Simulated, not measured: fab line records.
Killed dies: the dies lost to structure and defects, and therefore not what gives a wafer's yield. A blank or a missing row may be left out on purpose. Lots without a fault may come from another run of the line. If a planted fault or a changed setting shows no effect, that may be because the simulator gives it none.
Struck lot and sound lot, side by side    flow sky130    23 steps out of a route of 708
Sound: wafers L657.1, L657.3, L657.4. Wafers L663.1, L663.3, L663.5 were the ones struck. The cause is named last.
Each step with rows lists, per side, the tool, then ch with its chambers, then its first start. Under that, the readings that differ: sound wafers    struck wafers    difference of the means    sigmas: that difference in standard deviations of wafers without a fault.
alike: words and numbers the same on both sides, and readings whose means are apart by under 2 such deviations; not compared: readings that were withheld, readings missing a value for some wafer, numbers with overlapping values and no deviation given by the record, and bounds like >300 which may hide the same value.
A row with sigmas, a row that says differs or no value, or rows on one side alone: a step with any of these is where the two part. Numbers that have no deviation but don't overlap get no sigmas and don't part them. Lack of a reading on every wafer of one side parts them only where that side has two or more wafers.

SKY_LOCAL_INTERCONNECT_STRIP_15: strips in O2/N2.
  sound on plasmaAsher-04 ch 0,1, day 31 04:50; struck on plasmaAsher-02 ch 0,1, day 33 12:41
  alike: drypumpMotorCurrentA, oesProductAu, stripTimeToEndpointS
  not compared: rfHoursCounterH
then, 3 steps without rows for these wafers: SKY_LOCAL_INTERCONNECT_STRIP_16 (strips in post etch residue remover, time 1200 s); SKY_LOCAL_INTERCONNECT_CLEAN_17 (cleans in IPA, time 180 s); SKY_LOCAL_INTERCONNECT_CLEAN_18 (cleans in O3/DIW).
SKY_CONTACT_CVD_00: deposits Si3N4, target thk 75 nm.
  sound on pecvd-03 ch 0,1,2, day 31 05:28; struck on pecvd-02 ch 0,1,2, day 33 13:28
  alike: heaterPowerW
SKY_CONTACT_THK_MEAS_01:
  sound: filmMetro-01 at day 31 05:30; struck: filmMetro-03 at day 33 13:29
  alike: CONTACT_CVD_00_THK
then, 1 step without rows for these wafers: SKY_CONTACT_HDPCVD_02 (deposits SiO2, target thk 565 nm, time 94.2 s).
SKY_CONTACT_THK_MEAS_03:
  sound: filmMetro-04 at day 31 05:37; struck: filmMetro-04 at day 33 13:37
  alike: CONTACT_HDPCVD_THK
SKY_CONTACT_CMP_04: polishes SiO2.
  sound on cmp-01 ch 0,1,2, day 31 05:41; struck on cmp-02 ch 0,2,3, day 33 13:41
  alike: edgeZonePressureFrac, motorCurrentA, timeToEndpointS
SKY_CONTACT_BOW_MEAS_05:
  sound: filmMetro-04 at day 31 05:59; struck: filmMetro-01 at day 33 13:59
  alike: CONTACT_BOW
then, 2 steps without rows for these wafers: SKY_CONTACT_DEHYDRATE_06 (time 60 s); SKY_CONTACT_HMDS_07 (prime time 60 s).
SKY_CONTACT_COAT_08: resist thk 60 nm.
  sound on lithoTrack-03 ch 0, day 31 18:53; struck on lithoTrack-03 ch 0, day 34 03:20
reading             sound                 struck                difference  sigmas
spinSpeedRpm (rpm)  2999.1 2998.4 2997.5  2838.0 2844.7 2840.7  -157.2      -79
  not compared: chillPlateTempC
then, 5 steps without rows for these wafers: SKY_CONTACT_COAT_09 (resist thk 450 nm); SKY_CONTACT_SOFTBAKE_10 (time 90 s); SKY_CONTACT_EXPOSE_11 (exposes mask CTM1, target cd 170 nm); SKY_CONTACT_PEB_12; SKY_CONTACT_DEVELOP_13 (develop time 60 s).
SKY_CONTACT_CD_MEAS_14 targets a cd of 170 nm.
  sound: cdSem-02 at day 32 08:59; struck: cdSem-02 at day 34 16:53
  alike: cdNm
SKY_CONTACT_OVL_MEAS_15:
  sound: overlay-01 at day 32 09:07; struck: overlay-02 at day 34 17:01
  alike: CONTACT_OVL
SKY_CONTACT_ETCH_16: etches BARC in N2/H2, stops on SiO2, time 45.9 s, target depth 60 nm.
  sound on rieDiel-04 ch 1,3, day 32 09:09; struck on rieDiel-01 ch 0,2,3, day 34 17:03
reading                  sound              struck             difference  sigmas
oesProductAu (a.u.)      0.856 0.854 0.856  0.860 0.877 0.863  +0.011      +2
model.etch.depthNm (nm)  60.26 60.13 60.37  61.66 61.66 61.75  +1.44       
  alike: biasW, drypumpMotorCurrentA, throttleValvePct
  not compared: rfHoursCounterH
SKY_CONTACT_ETCH_17: etches SiO2 in C4F8/O2/Ar, stops on Si3N4, target depth 340 nm.
  sound on rieDiel-04 ch 1,3, day 32 09:11; struck on rieDiel-01 ch 0,2,3, day 34 17:05
  alike: biasW, oesProductAu
-- the record jumps here: 13 days lie between the struck wafers' starts before and after (it left off in module CONTACT and takes up again in module PAD_OPEN, whose first step shown is number 708 of the route) --
SKY_PAD_OPEN_PROBE_99:
  sound: prober-02 at day 46 08:31; struck: prober-02 at day 48 03:25
  alike: killed_at_M0_to_M3, killed_at_M4_up, killedAtContacts, killedAtFrontEnd, killedAtOther, killedDies, killedOnRim, killedOpen, killedShort

WHERE THEY PART
Earliest at SKY_CONTACT_COAT_08; latest, in this record, at SKY_CONTACT_ETCH_16. Later steps at which nothing parts them and some readings are alike: SKY_CONTACT_ETCH_17, SKY_PAD_OPEN_PROBE_99.

WHY: what had been put in by the simulator
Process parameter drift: lithoTrack-03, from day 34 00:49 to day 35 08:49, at SKY_CONTACT_COAT_08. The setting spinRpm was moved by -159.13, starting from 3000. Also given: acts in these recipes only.
